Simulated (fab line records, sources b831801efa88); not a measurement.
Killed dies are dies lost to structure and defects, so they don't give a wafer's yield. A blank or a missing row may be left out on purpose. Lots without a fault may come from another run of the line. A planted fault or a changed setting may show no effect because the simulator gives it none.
Which tool did it? | flow gf180mcu | 24 lots, 72 wafers sampled, at 4 steps of a route of 602

WHAT THE GAUGES READ, wafer by wafer
GF_MVSD_TW_MEAS_11. Usual: MVSD_TW 1573, standard deviation 16.
lot  | measured    | on            | MVSD_TW        | flag
L074 | day 4 16:15 | film_metro-01 | 1560 1548 1562 |
L075 | day 4 21:35 | film_metro-01 | 1559 1550 1551 |
L076 | day 4 23:53 | film_metro-01 | 1554 1550 1547 |
L077 | day 5 05:22 | film_metro-01 | 1568 1560 1555 |
L078 | day 5 10:01 | film_metro-03 | 1586 1584 1589 |
L079 | day 5 17:04 | film_metro-02 | 1611 1610 1602 |
L080 | day 5 20:34 | film_metro-03 | 1589 1585 1584 |
L081 | day 6 03:35 | film_metro-03 | 1584 1581 1575 |
L082 | day 6 10:14 | film_metro-01 | 1561 1560 1558 |
L083 | day 6 14:38 | film_metro-01 | 1559 1556 1559 |
L084 | day 6 21:32 | film_metro-03 | 1577 1568 1574 |
L085 | day 7 04:34 | film_metro-01 | 1562 1555 1569 |
L086 | day 7 11:37 | film_metro-01 | 1565 1568 1561 |
L087 | day 7 21:14 | film_metro-01 | 1561 1565 1562 |
L088 | day 7 21:28 | film_metro-02 | 1597 1594 1596 |
L089 | day 8 03:34 | film_metro-02 | 1577 1588 1586 |
L090 | day 8 13:56 | film_metro-03 | 1583 1572 1581 |
L091 | day 8 17:07 | film_metro-03 | 1585 1584 1577 |
L092 | day 8 20:31 | film_metro-03 | 1586 1577 1579 |
L093 | day 9 01:12 | film_metro-02 | 1587 1601 1602 |
L094 | day 9 09:28 | film_metro-03 | 1565 1569 1561 |
L095 | day 9 12:49 | film_metro-03 | 1575 1559 1573 |
L096 | day 9 17:26 | film_metro-03 | 1577 1569 1566 |
L097 | day 9 23:53 | film_metro-02 | 1594 1597 1601 |

GF_V2_OVL_MEAS_15. Usual: V2_OVL 1 nm, standard deviation 5.6.
lot  | measured     | on         | V2_OVL (nm) | flag
L074 | day 20 12:06 | overlay-01 | 3 10 4      |
L075 | day 20 21:38 | overlay-02 | -5 -2 -6    |
L076 | day 21 09:46 | overlay-02 | -6 -6 -4    |
L077 | day 21 12:44 | overlay-02 | -1 3 5      |
L078 | day 21 15:31 | overlay-02 | 0 7 8       |
L079 | day 22 01:06 | overlay-02 | 6 10 4      |
L080 | day 22 06:49 | overlay-01 | 4 7 6       |
L081 | day 23 01:08 | overlay-02 | 1 6 5       |
L082 | day 23 11:13 | overlay-01 | -6 -2 -13   |
L083 | day 23 16:17 | overlay-01 | 5 8 6       |
L084 | day 24 01:14 | overlay-02 | 8 2 7       |
L085 | day 24 07:35 | overlay-01 | -3 -5 9     |
L086 | day 24 19:05 | overlay-01 | 2 -2 -4     |
L087 | day 25 06:29 | overlay-01 | 6 5 2       |
L088 | day 25 14:28 | overlay-01 | -12 -15 -16 |
L089 | day 25 16:44 | overlay-01 | 4 0 -2      |
L090 | day 26 02:35 | overlay-02 | -2 -4 -7    |
L091 | day 26 09:44 | overlay-02 | 14 6 4      |
L092 | day 26 15:16 | overlay-01 | -6 -2 -3    |
L093 | day 26 19:29 | overlay-02 | -5 -4 -7    |
L094 | day 27 01:34 | overlay-02 | 2 -5 1      |
L095 | day 27 08:38 | overlay-01 | 5 0 0       |
L096 | day 27 18:01 | overlay-02 | 2 0 1       |
L097 | day 27 20:47 | overlay-02 | 7 8 4       |

WHICH TOOL RAN EACH LOT (tool, then ch and the chambers of the sampled wafers, then the start)
lot  | GF_STI_ETCH_14                  | GF_SAB_ETCH_11
L074 | rie_si-02 ch 1,2,3, day 2 05:15 | rie_diel-03 ch 0,1, day 15 10:17
L075 | rie_si-02 ch 0,2,3, day 2 08:45 | rie_diel-01 ch 0,1,3, day 15 17:15
L076 | rie_si-02 ch 0,1, day 2 12:35   | rie_diel-02 ch 1,2, day 16 04:00
L077 | rie_si-02 ch 0,1,2, day 2 18:50 | rie_diel-01 ch 1,2, day 16 07:00
L078 | rie_si-01 ch 1,2,3, day 2 22:21 | rie_diel-01 ch 1,2,3, day 16 11:47
L079 | rie_si-01 ch 0,2,3, day 3 04:35 | rie_diel-03 ch 0,1,3, day 16 20:17
L080 | rie_si-01 ch 1,2, day 3 08:57   | rie_diel-03 ch 0,2,3, day 17 01:08
L081 | rie_si-02 ch 0,2,3, day 3 12:57 | rie_diel-02 ch 0,2,3, day 17 18:09
L082 | rie_si-02 ch 1,2,3, day 3 19:50 | rie_diel-01 ch 0,2,3, day 18 04:12
L083 | rie_si-01 ch 0,1,3, day 3 23:38 | rie_diel-02 ch 0,2,3, day 18 09:00
L084 | rie_si-02 ch 0,3, day 4 05:03   | rie_diel-02 ch 0,2,3, day 18 19:03
L085 | rie_si-01 ch 1,2,3, day 4 11:48 | rie_diel-01 ch 0,1,2, day 19 03:02
L086 | rie_si-01 ch 1,3, day 4 15:15   | rie_diel-01 ch 1,2, day 19 16:42
L087 | rie_si-01 ch 0,1,3, day 4 21:11 | rie_diel-02 ch 0,2, day 20 05:27
L088 | rie_si-01 ch 0,1,2, day 5 01:48 | rie_diel-03 ch 2,3, day 20 12:18
L089 | rie_si-02 ch 2,3, day 5 06:32   | rie_diel-02 ch 0,1,2, day 20 15:05
L090 | rie_si-02 ch 1,2,3, day 5 13:56 | rie_diel-02 ch 0,1, day 21 02:41
L091 | rie_si-02 ch 0,1,3, day 5 19:51 | rie_diel-01 ch 0,2, day 21 10:23
L092 | rie_si-02 ch 0,1,3, day 5 23:56 | rie_diel-01 ch 1,3, day 21 19:14
L093 | rie_si-02 ch 0,1,2, day 6 04:08 | rie_diel-01 ch 0,1,3, day 21 22:15
L094 | rie_si-01 ch 1,2, day 6 10:11   | rie_diel-02 ch 0,1, day 22 04:41
L095 | rie_si-01 ch 0,1,3, day 6 13:41 | rie_diel-02 ch 1,2,3, day 22 11:54
L096 | rie_si-02 ch 1,3, day 6 18:17   | rie_diel-02 ch 0,3, day 22 22:18
L097 | rie_si-02 ch 2,3, day 7 01:18   | rie_diel-02 ch 0,1, day 23 03:53
- GF_STI_ETCH_14: etches Si in HBr/Cl2/O2, target depth 360 nm, time 102.9 s.
- GF_SAB_ETCH_11: etches SiO2 in C4F8/O2/Ar, target depth 55 nm, time 8.5 s.

WHAT THE TOOLS THEMSELVES READ (means of the sampled wafers that have a number; where no wafer has one, the mark that the record gives instead)
GF_STI_ETCH_14. Usual: O2_flow_sccm 6.002 sccm, standard deviation 0.018; drypump_motor_current_A 5.9 A, standard deviation 0.45; oes_product_au 1.003 a.u., standard deviation 0.01; rf_fwd_power_W 596.8 W, standard deviation 1.9; throttle_valve_pct 25.655 %, standard deviation 0.011.
lot  | tool      | O2_flow_sccm (sccm) | drypump_motor_current_A (A) | oes_product_au (a.u.) | rf_fwd_power_W (W) | throttle_valve_pct (%) | flag
L074 | rie_si-02 | 5.993               | 6.2                         | 0.994                 | 595.7              | 25.656                 |
L075 | rie_si-02 | 6.011               | 6.1                         | 1.008                 | 597.2              | 25.651                 |
L076 | rie_si-02 | 6.013               | 5.6                         | 0.996                 | 595.6              | 25.669                 |
L077 | rie_si-02 | 5.998               | 6.0                         | 1.005                 | 597.6              | 25.659                 |
L078 | rie_si-01 | 5.997               | 5.6                         | 1.011                 | 596.0              | 25.651                 |
L079 | rie_si-01 | 6.015               | 5.7                         | 0.996                 | 597.5              | 25.661                 |
L080 | rie_si-01 | 6.010               | 5.5                         | 1.004                 | 593.2              | 25.649                 |
L081 | rie_si-02 | 6.011               | 6.1                         | 1.010                 | 596.4              | 25.643                 |
L082 | rie_si-02 | 5.996               | 6.2                         | 0.997                 | 595.6              | 25.660                 |
L083 | rie_si-01 | 6.003               | 5.8                         | 1.009                 | 595.7              | 25.653                 |
L084 | rie_si-02 | 6.000               | 5.6                         | 1.007                 | 597.0              | 25.651                 |
L085 | rie_si-01 | 6.000               | 5.6                         | 1.003                 | 596.9              | 25.647                 |
L086 | rie_si-01 | 6.010               | 5.6                         | 1.019                 | 597.2              | 25.642                 |
L087 | rie_si-01 | 5.996               | 5.8                         | 1.004                 | 596.3              | 25.652                 |
L088 | rie_si-01 | 6.015               | 5.7                         | 0.996                 | 598.2              | 25.665                 |
L089 | rie_si-02 | 6.003               | 6.5                         | 0.997                 | 596.4              | 25.652                 |
L090 | rie_si-02 | 6.002               | 6.2                         | 1.002                 | 595.9              | 25.664                 |
L091 | rie_si-02 | 5.997               | 5.7                         | 1.004                 | 596.7              | 25.650                 |
L092 | rie_si-02 | 5.970               | 5.8                         | 0.995                 | 598.6              | 25.648                 |
L093 | rie_si-02 | 6.002               | 6.0                         | 1.001                 | 598.3              | 25.664                 |
L094 | rie_si-01 | 5.979               | 5.5                         | 1.017                 | 594.8              | 25.652                 |
L095 | rie_si-01 | 6.006               | 5.8                         | 1.009                 | 596.5              | 25.652                 |
L096 | rie_si-02 | 6.010               | 5.9                         | 1.001                 | 598.1              | 25.656                 |
L097 | rie_si-02 | 5.989               | 6.3                         | 0.999                 | 597.4              | 25.659                 |

GF_SAB_ETCH_11. Usual: oes_product_au 1.001 a.u., standard deviation 0.012; rf_fwd_power_W 1472 W, standard deviation 7.8.
lot  | tool        | oes_product_au (a.u.) | rf_fwd_power_W (W) | flag
L074 | rie_diel-03 | 0.993                 | 1476               |
L075 | rie_diel-01 | 0.993                 | 1468               |
L076 | rie_diel-02 | 1.000                 | 1473               |
L077 | rie_diel-01 | 0.990                 | 1475               |
L078 | rie_diel-01 | 0.993                 | 1465               |
L079 | rie_diel-03 | 0.995                 | 1474               |
L080 | rie_diel-03 | 0.999                 | 1480               |
L081 | rie_diel-02 | 1.005                 | 1473               |
L082 | rie_diel-01 | 0.997                 | 1468               |
L083 | rie_diel-02 | 1.008                 | 1473               |
L084 | rie_diel-02 | 1.008                 | 1473               |
L085 | rie_diel-01 | 1.003                 | 1468               |
L086 | rie_diel-01 | 0.995                 | 1471               |
L087 | rie_diel-02 | 0.998                 | 1474               |
L088 | rie_diel-03 | 1.018                 | 1476               |
L089 | rie_diel-02 | 1.000                 | 1475               |
L090 | rie_diel-02 | 1.017                 | 1478               |
L091 | rie_diel-01 | 1.002                 | 1473               |
L092 | rie_diel-01 | 1.005                 | 1464               |
L093 | rie_diel-01 | 0.996                 | 1471               |
L094 | rie_diel-02 | 1.008                 | 1471               |
L095 | rie_diel-02 | 1.000                 | 1472               |
L096 | rie_diel-02 | 0.999                 | 1463               |
L097 | rie_diel-02 | 1.020                 | 1474               |

THE ANSWER, worked out from the rows above alone
Rule: a lot is off if the mean of its wafers that have a number lies more than 3 standard deviations from the usual mean. A lot without any number at a reading at which 4 lots or more have one is off too. The other lots that the step has rows for count as sound. The gauges are gone through in route order, then the tools' own readings, and for those a lot's mean is taken as printed above. The first step at which some lot is off is used, and at that step the reading that is off furthest; a lot without a number counts as furthest.
No lot is off at any reading shown: from this, nothing can be told.

WHAT THE SIMULATOR HAD PUT IN
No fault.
